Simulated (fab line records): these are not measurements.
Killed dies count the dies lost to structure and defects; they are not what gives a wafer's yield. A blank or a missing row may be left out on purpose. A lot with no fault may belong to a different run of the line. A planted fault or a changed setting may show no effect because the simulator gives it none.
The tool behind it: which one? :: flow gf180mcu :: 12 lots (36 wafers sampled), 1 step of a 602-step route

WHAT THE GAUGES READ, wafer by wafer
GF_STI_THK_MEAS_02.
lot: L598
measured: day 2 12:44
on: film metro-02
STI_OXIDATION_THK (nm): 9.91 9.76 9.78

lot: L599
measured: day 2 17:55
on: film metro-02
STI_OXIDATION_THK (nm): 10.01 10.15 10.06

lot: L601
measured: day 3 03:35
on: film metro-01
STI_OXIDATION_THK (nm): 10.22 10.05 10.10

lot: L602
measured: day 3 08:38
on: film metro-01
STI_OXIDATION_THK (nm): 9.97 9.91 9.94

lot: L603
measured: day 3 13:49
on: film metro-03
STI_OXIDATION_THK (nm): 10.13 10.11 10.10

lot: L604
measured: day 3 18:31
on: film metro-01
STI_OXIDATION_THK (nm): 9.95 9.82 9.85

lot: L605
measured: day 3 23:32
on: film metro-02
STI_OXIDATION_THK (nm): 9.99 9.95 10.24

lot: L612
measured: day 5 10:31
on: film metro-03
STI_OXIDATION_THK (nm): 9.84 9.92 9.98

lot: L613
measured: day 5 17:46
on: film metro-02
STI_OXIDATION_THK (nm): 9.60 9.60 9.50

lot: L614
measured: day 5 23:13
on: film metro-03
STI_OXIDATION_THK (nm): 10.01 10.06 10.05

lot: L615
measured: day 6 03:09
on: film metro-02
STI_OXIDATION_THK (nm): 10.05 10.25 10.08

lot: L616
measured: day 6 06:31
on: film metro-02
STI_OXIDATION_THK (nm): 10.02 9.87 10.06

EACH LOT AND THE TOOL THAT RAN IT (in order: tool; ch and the chambers of the sampled wafers; start)
Before these readings, the record contains no process step.

AS READ BY THE TOOLS THEMSELVES (means over the sampled wafers that have a number; for cases with no such wafer, the mark the record gives instead)
The record holds no such reading with a usual standard deviation.

THE ANSWER, worked out from the rows above alone
Rule: what is usual is taken from the lots themselves. Put in order of their means at a reading, lots are off if they are a third of the lots or fewer, leave a main group of 4 or more, and stand apart from it by a gap of 3 or more times the standard deviation of the main group's means; of several such gaps the widest counts. The tables above print the reading to a certain number of digits; a main group whose means all agree to those digits is not used. Also off: a lot with no number at a reading for which 4 or more lots have one. Where the step has rows for the other lots, those lots are counted as sound. After the gauges, taken in route order, come the tools' own readings; for these a lot's mean is taken, as printed above. The first step at which some lot is off is used, and at that step the reading that is off furthest; a lot without a number counts as furthest.
None of the lots is off at any reading shown; this tells nothing.

WHAT THE SIMULATOR HAD PUT IN
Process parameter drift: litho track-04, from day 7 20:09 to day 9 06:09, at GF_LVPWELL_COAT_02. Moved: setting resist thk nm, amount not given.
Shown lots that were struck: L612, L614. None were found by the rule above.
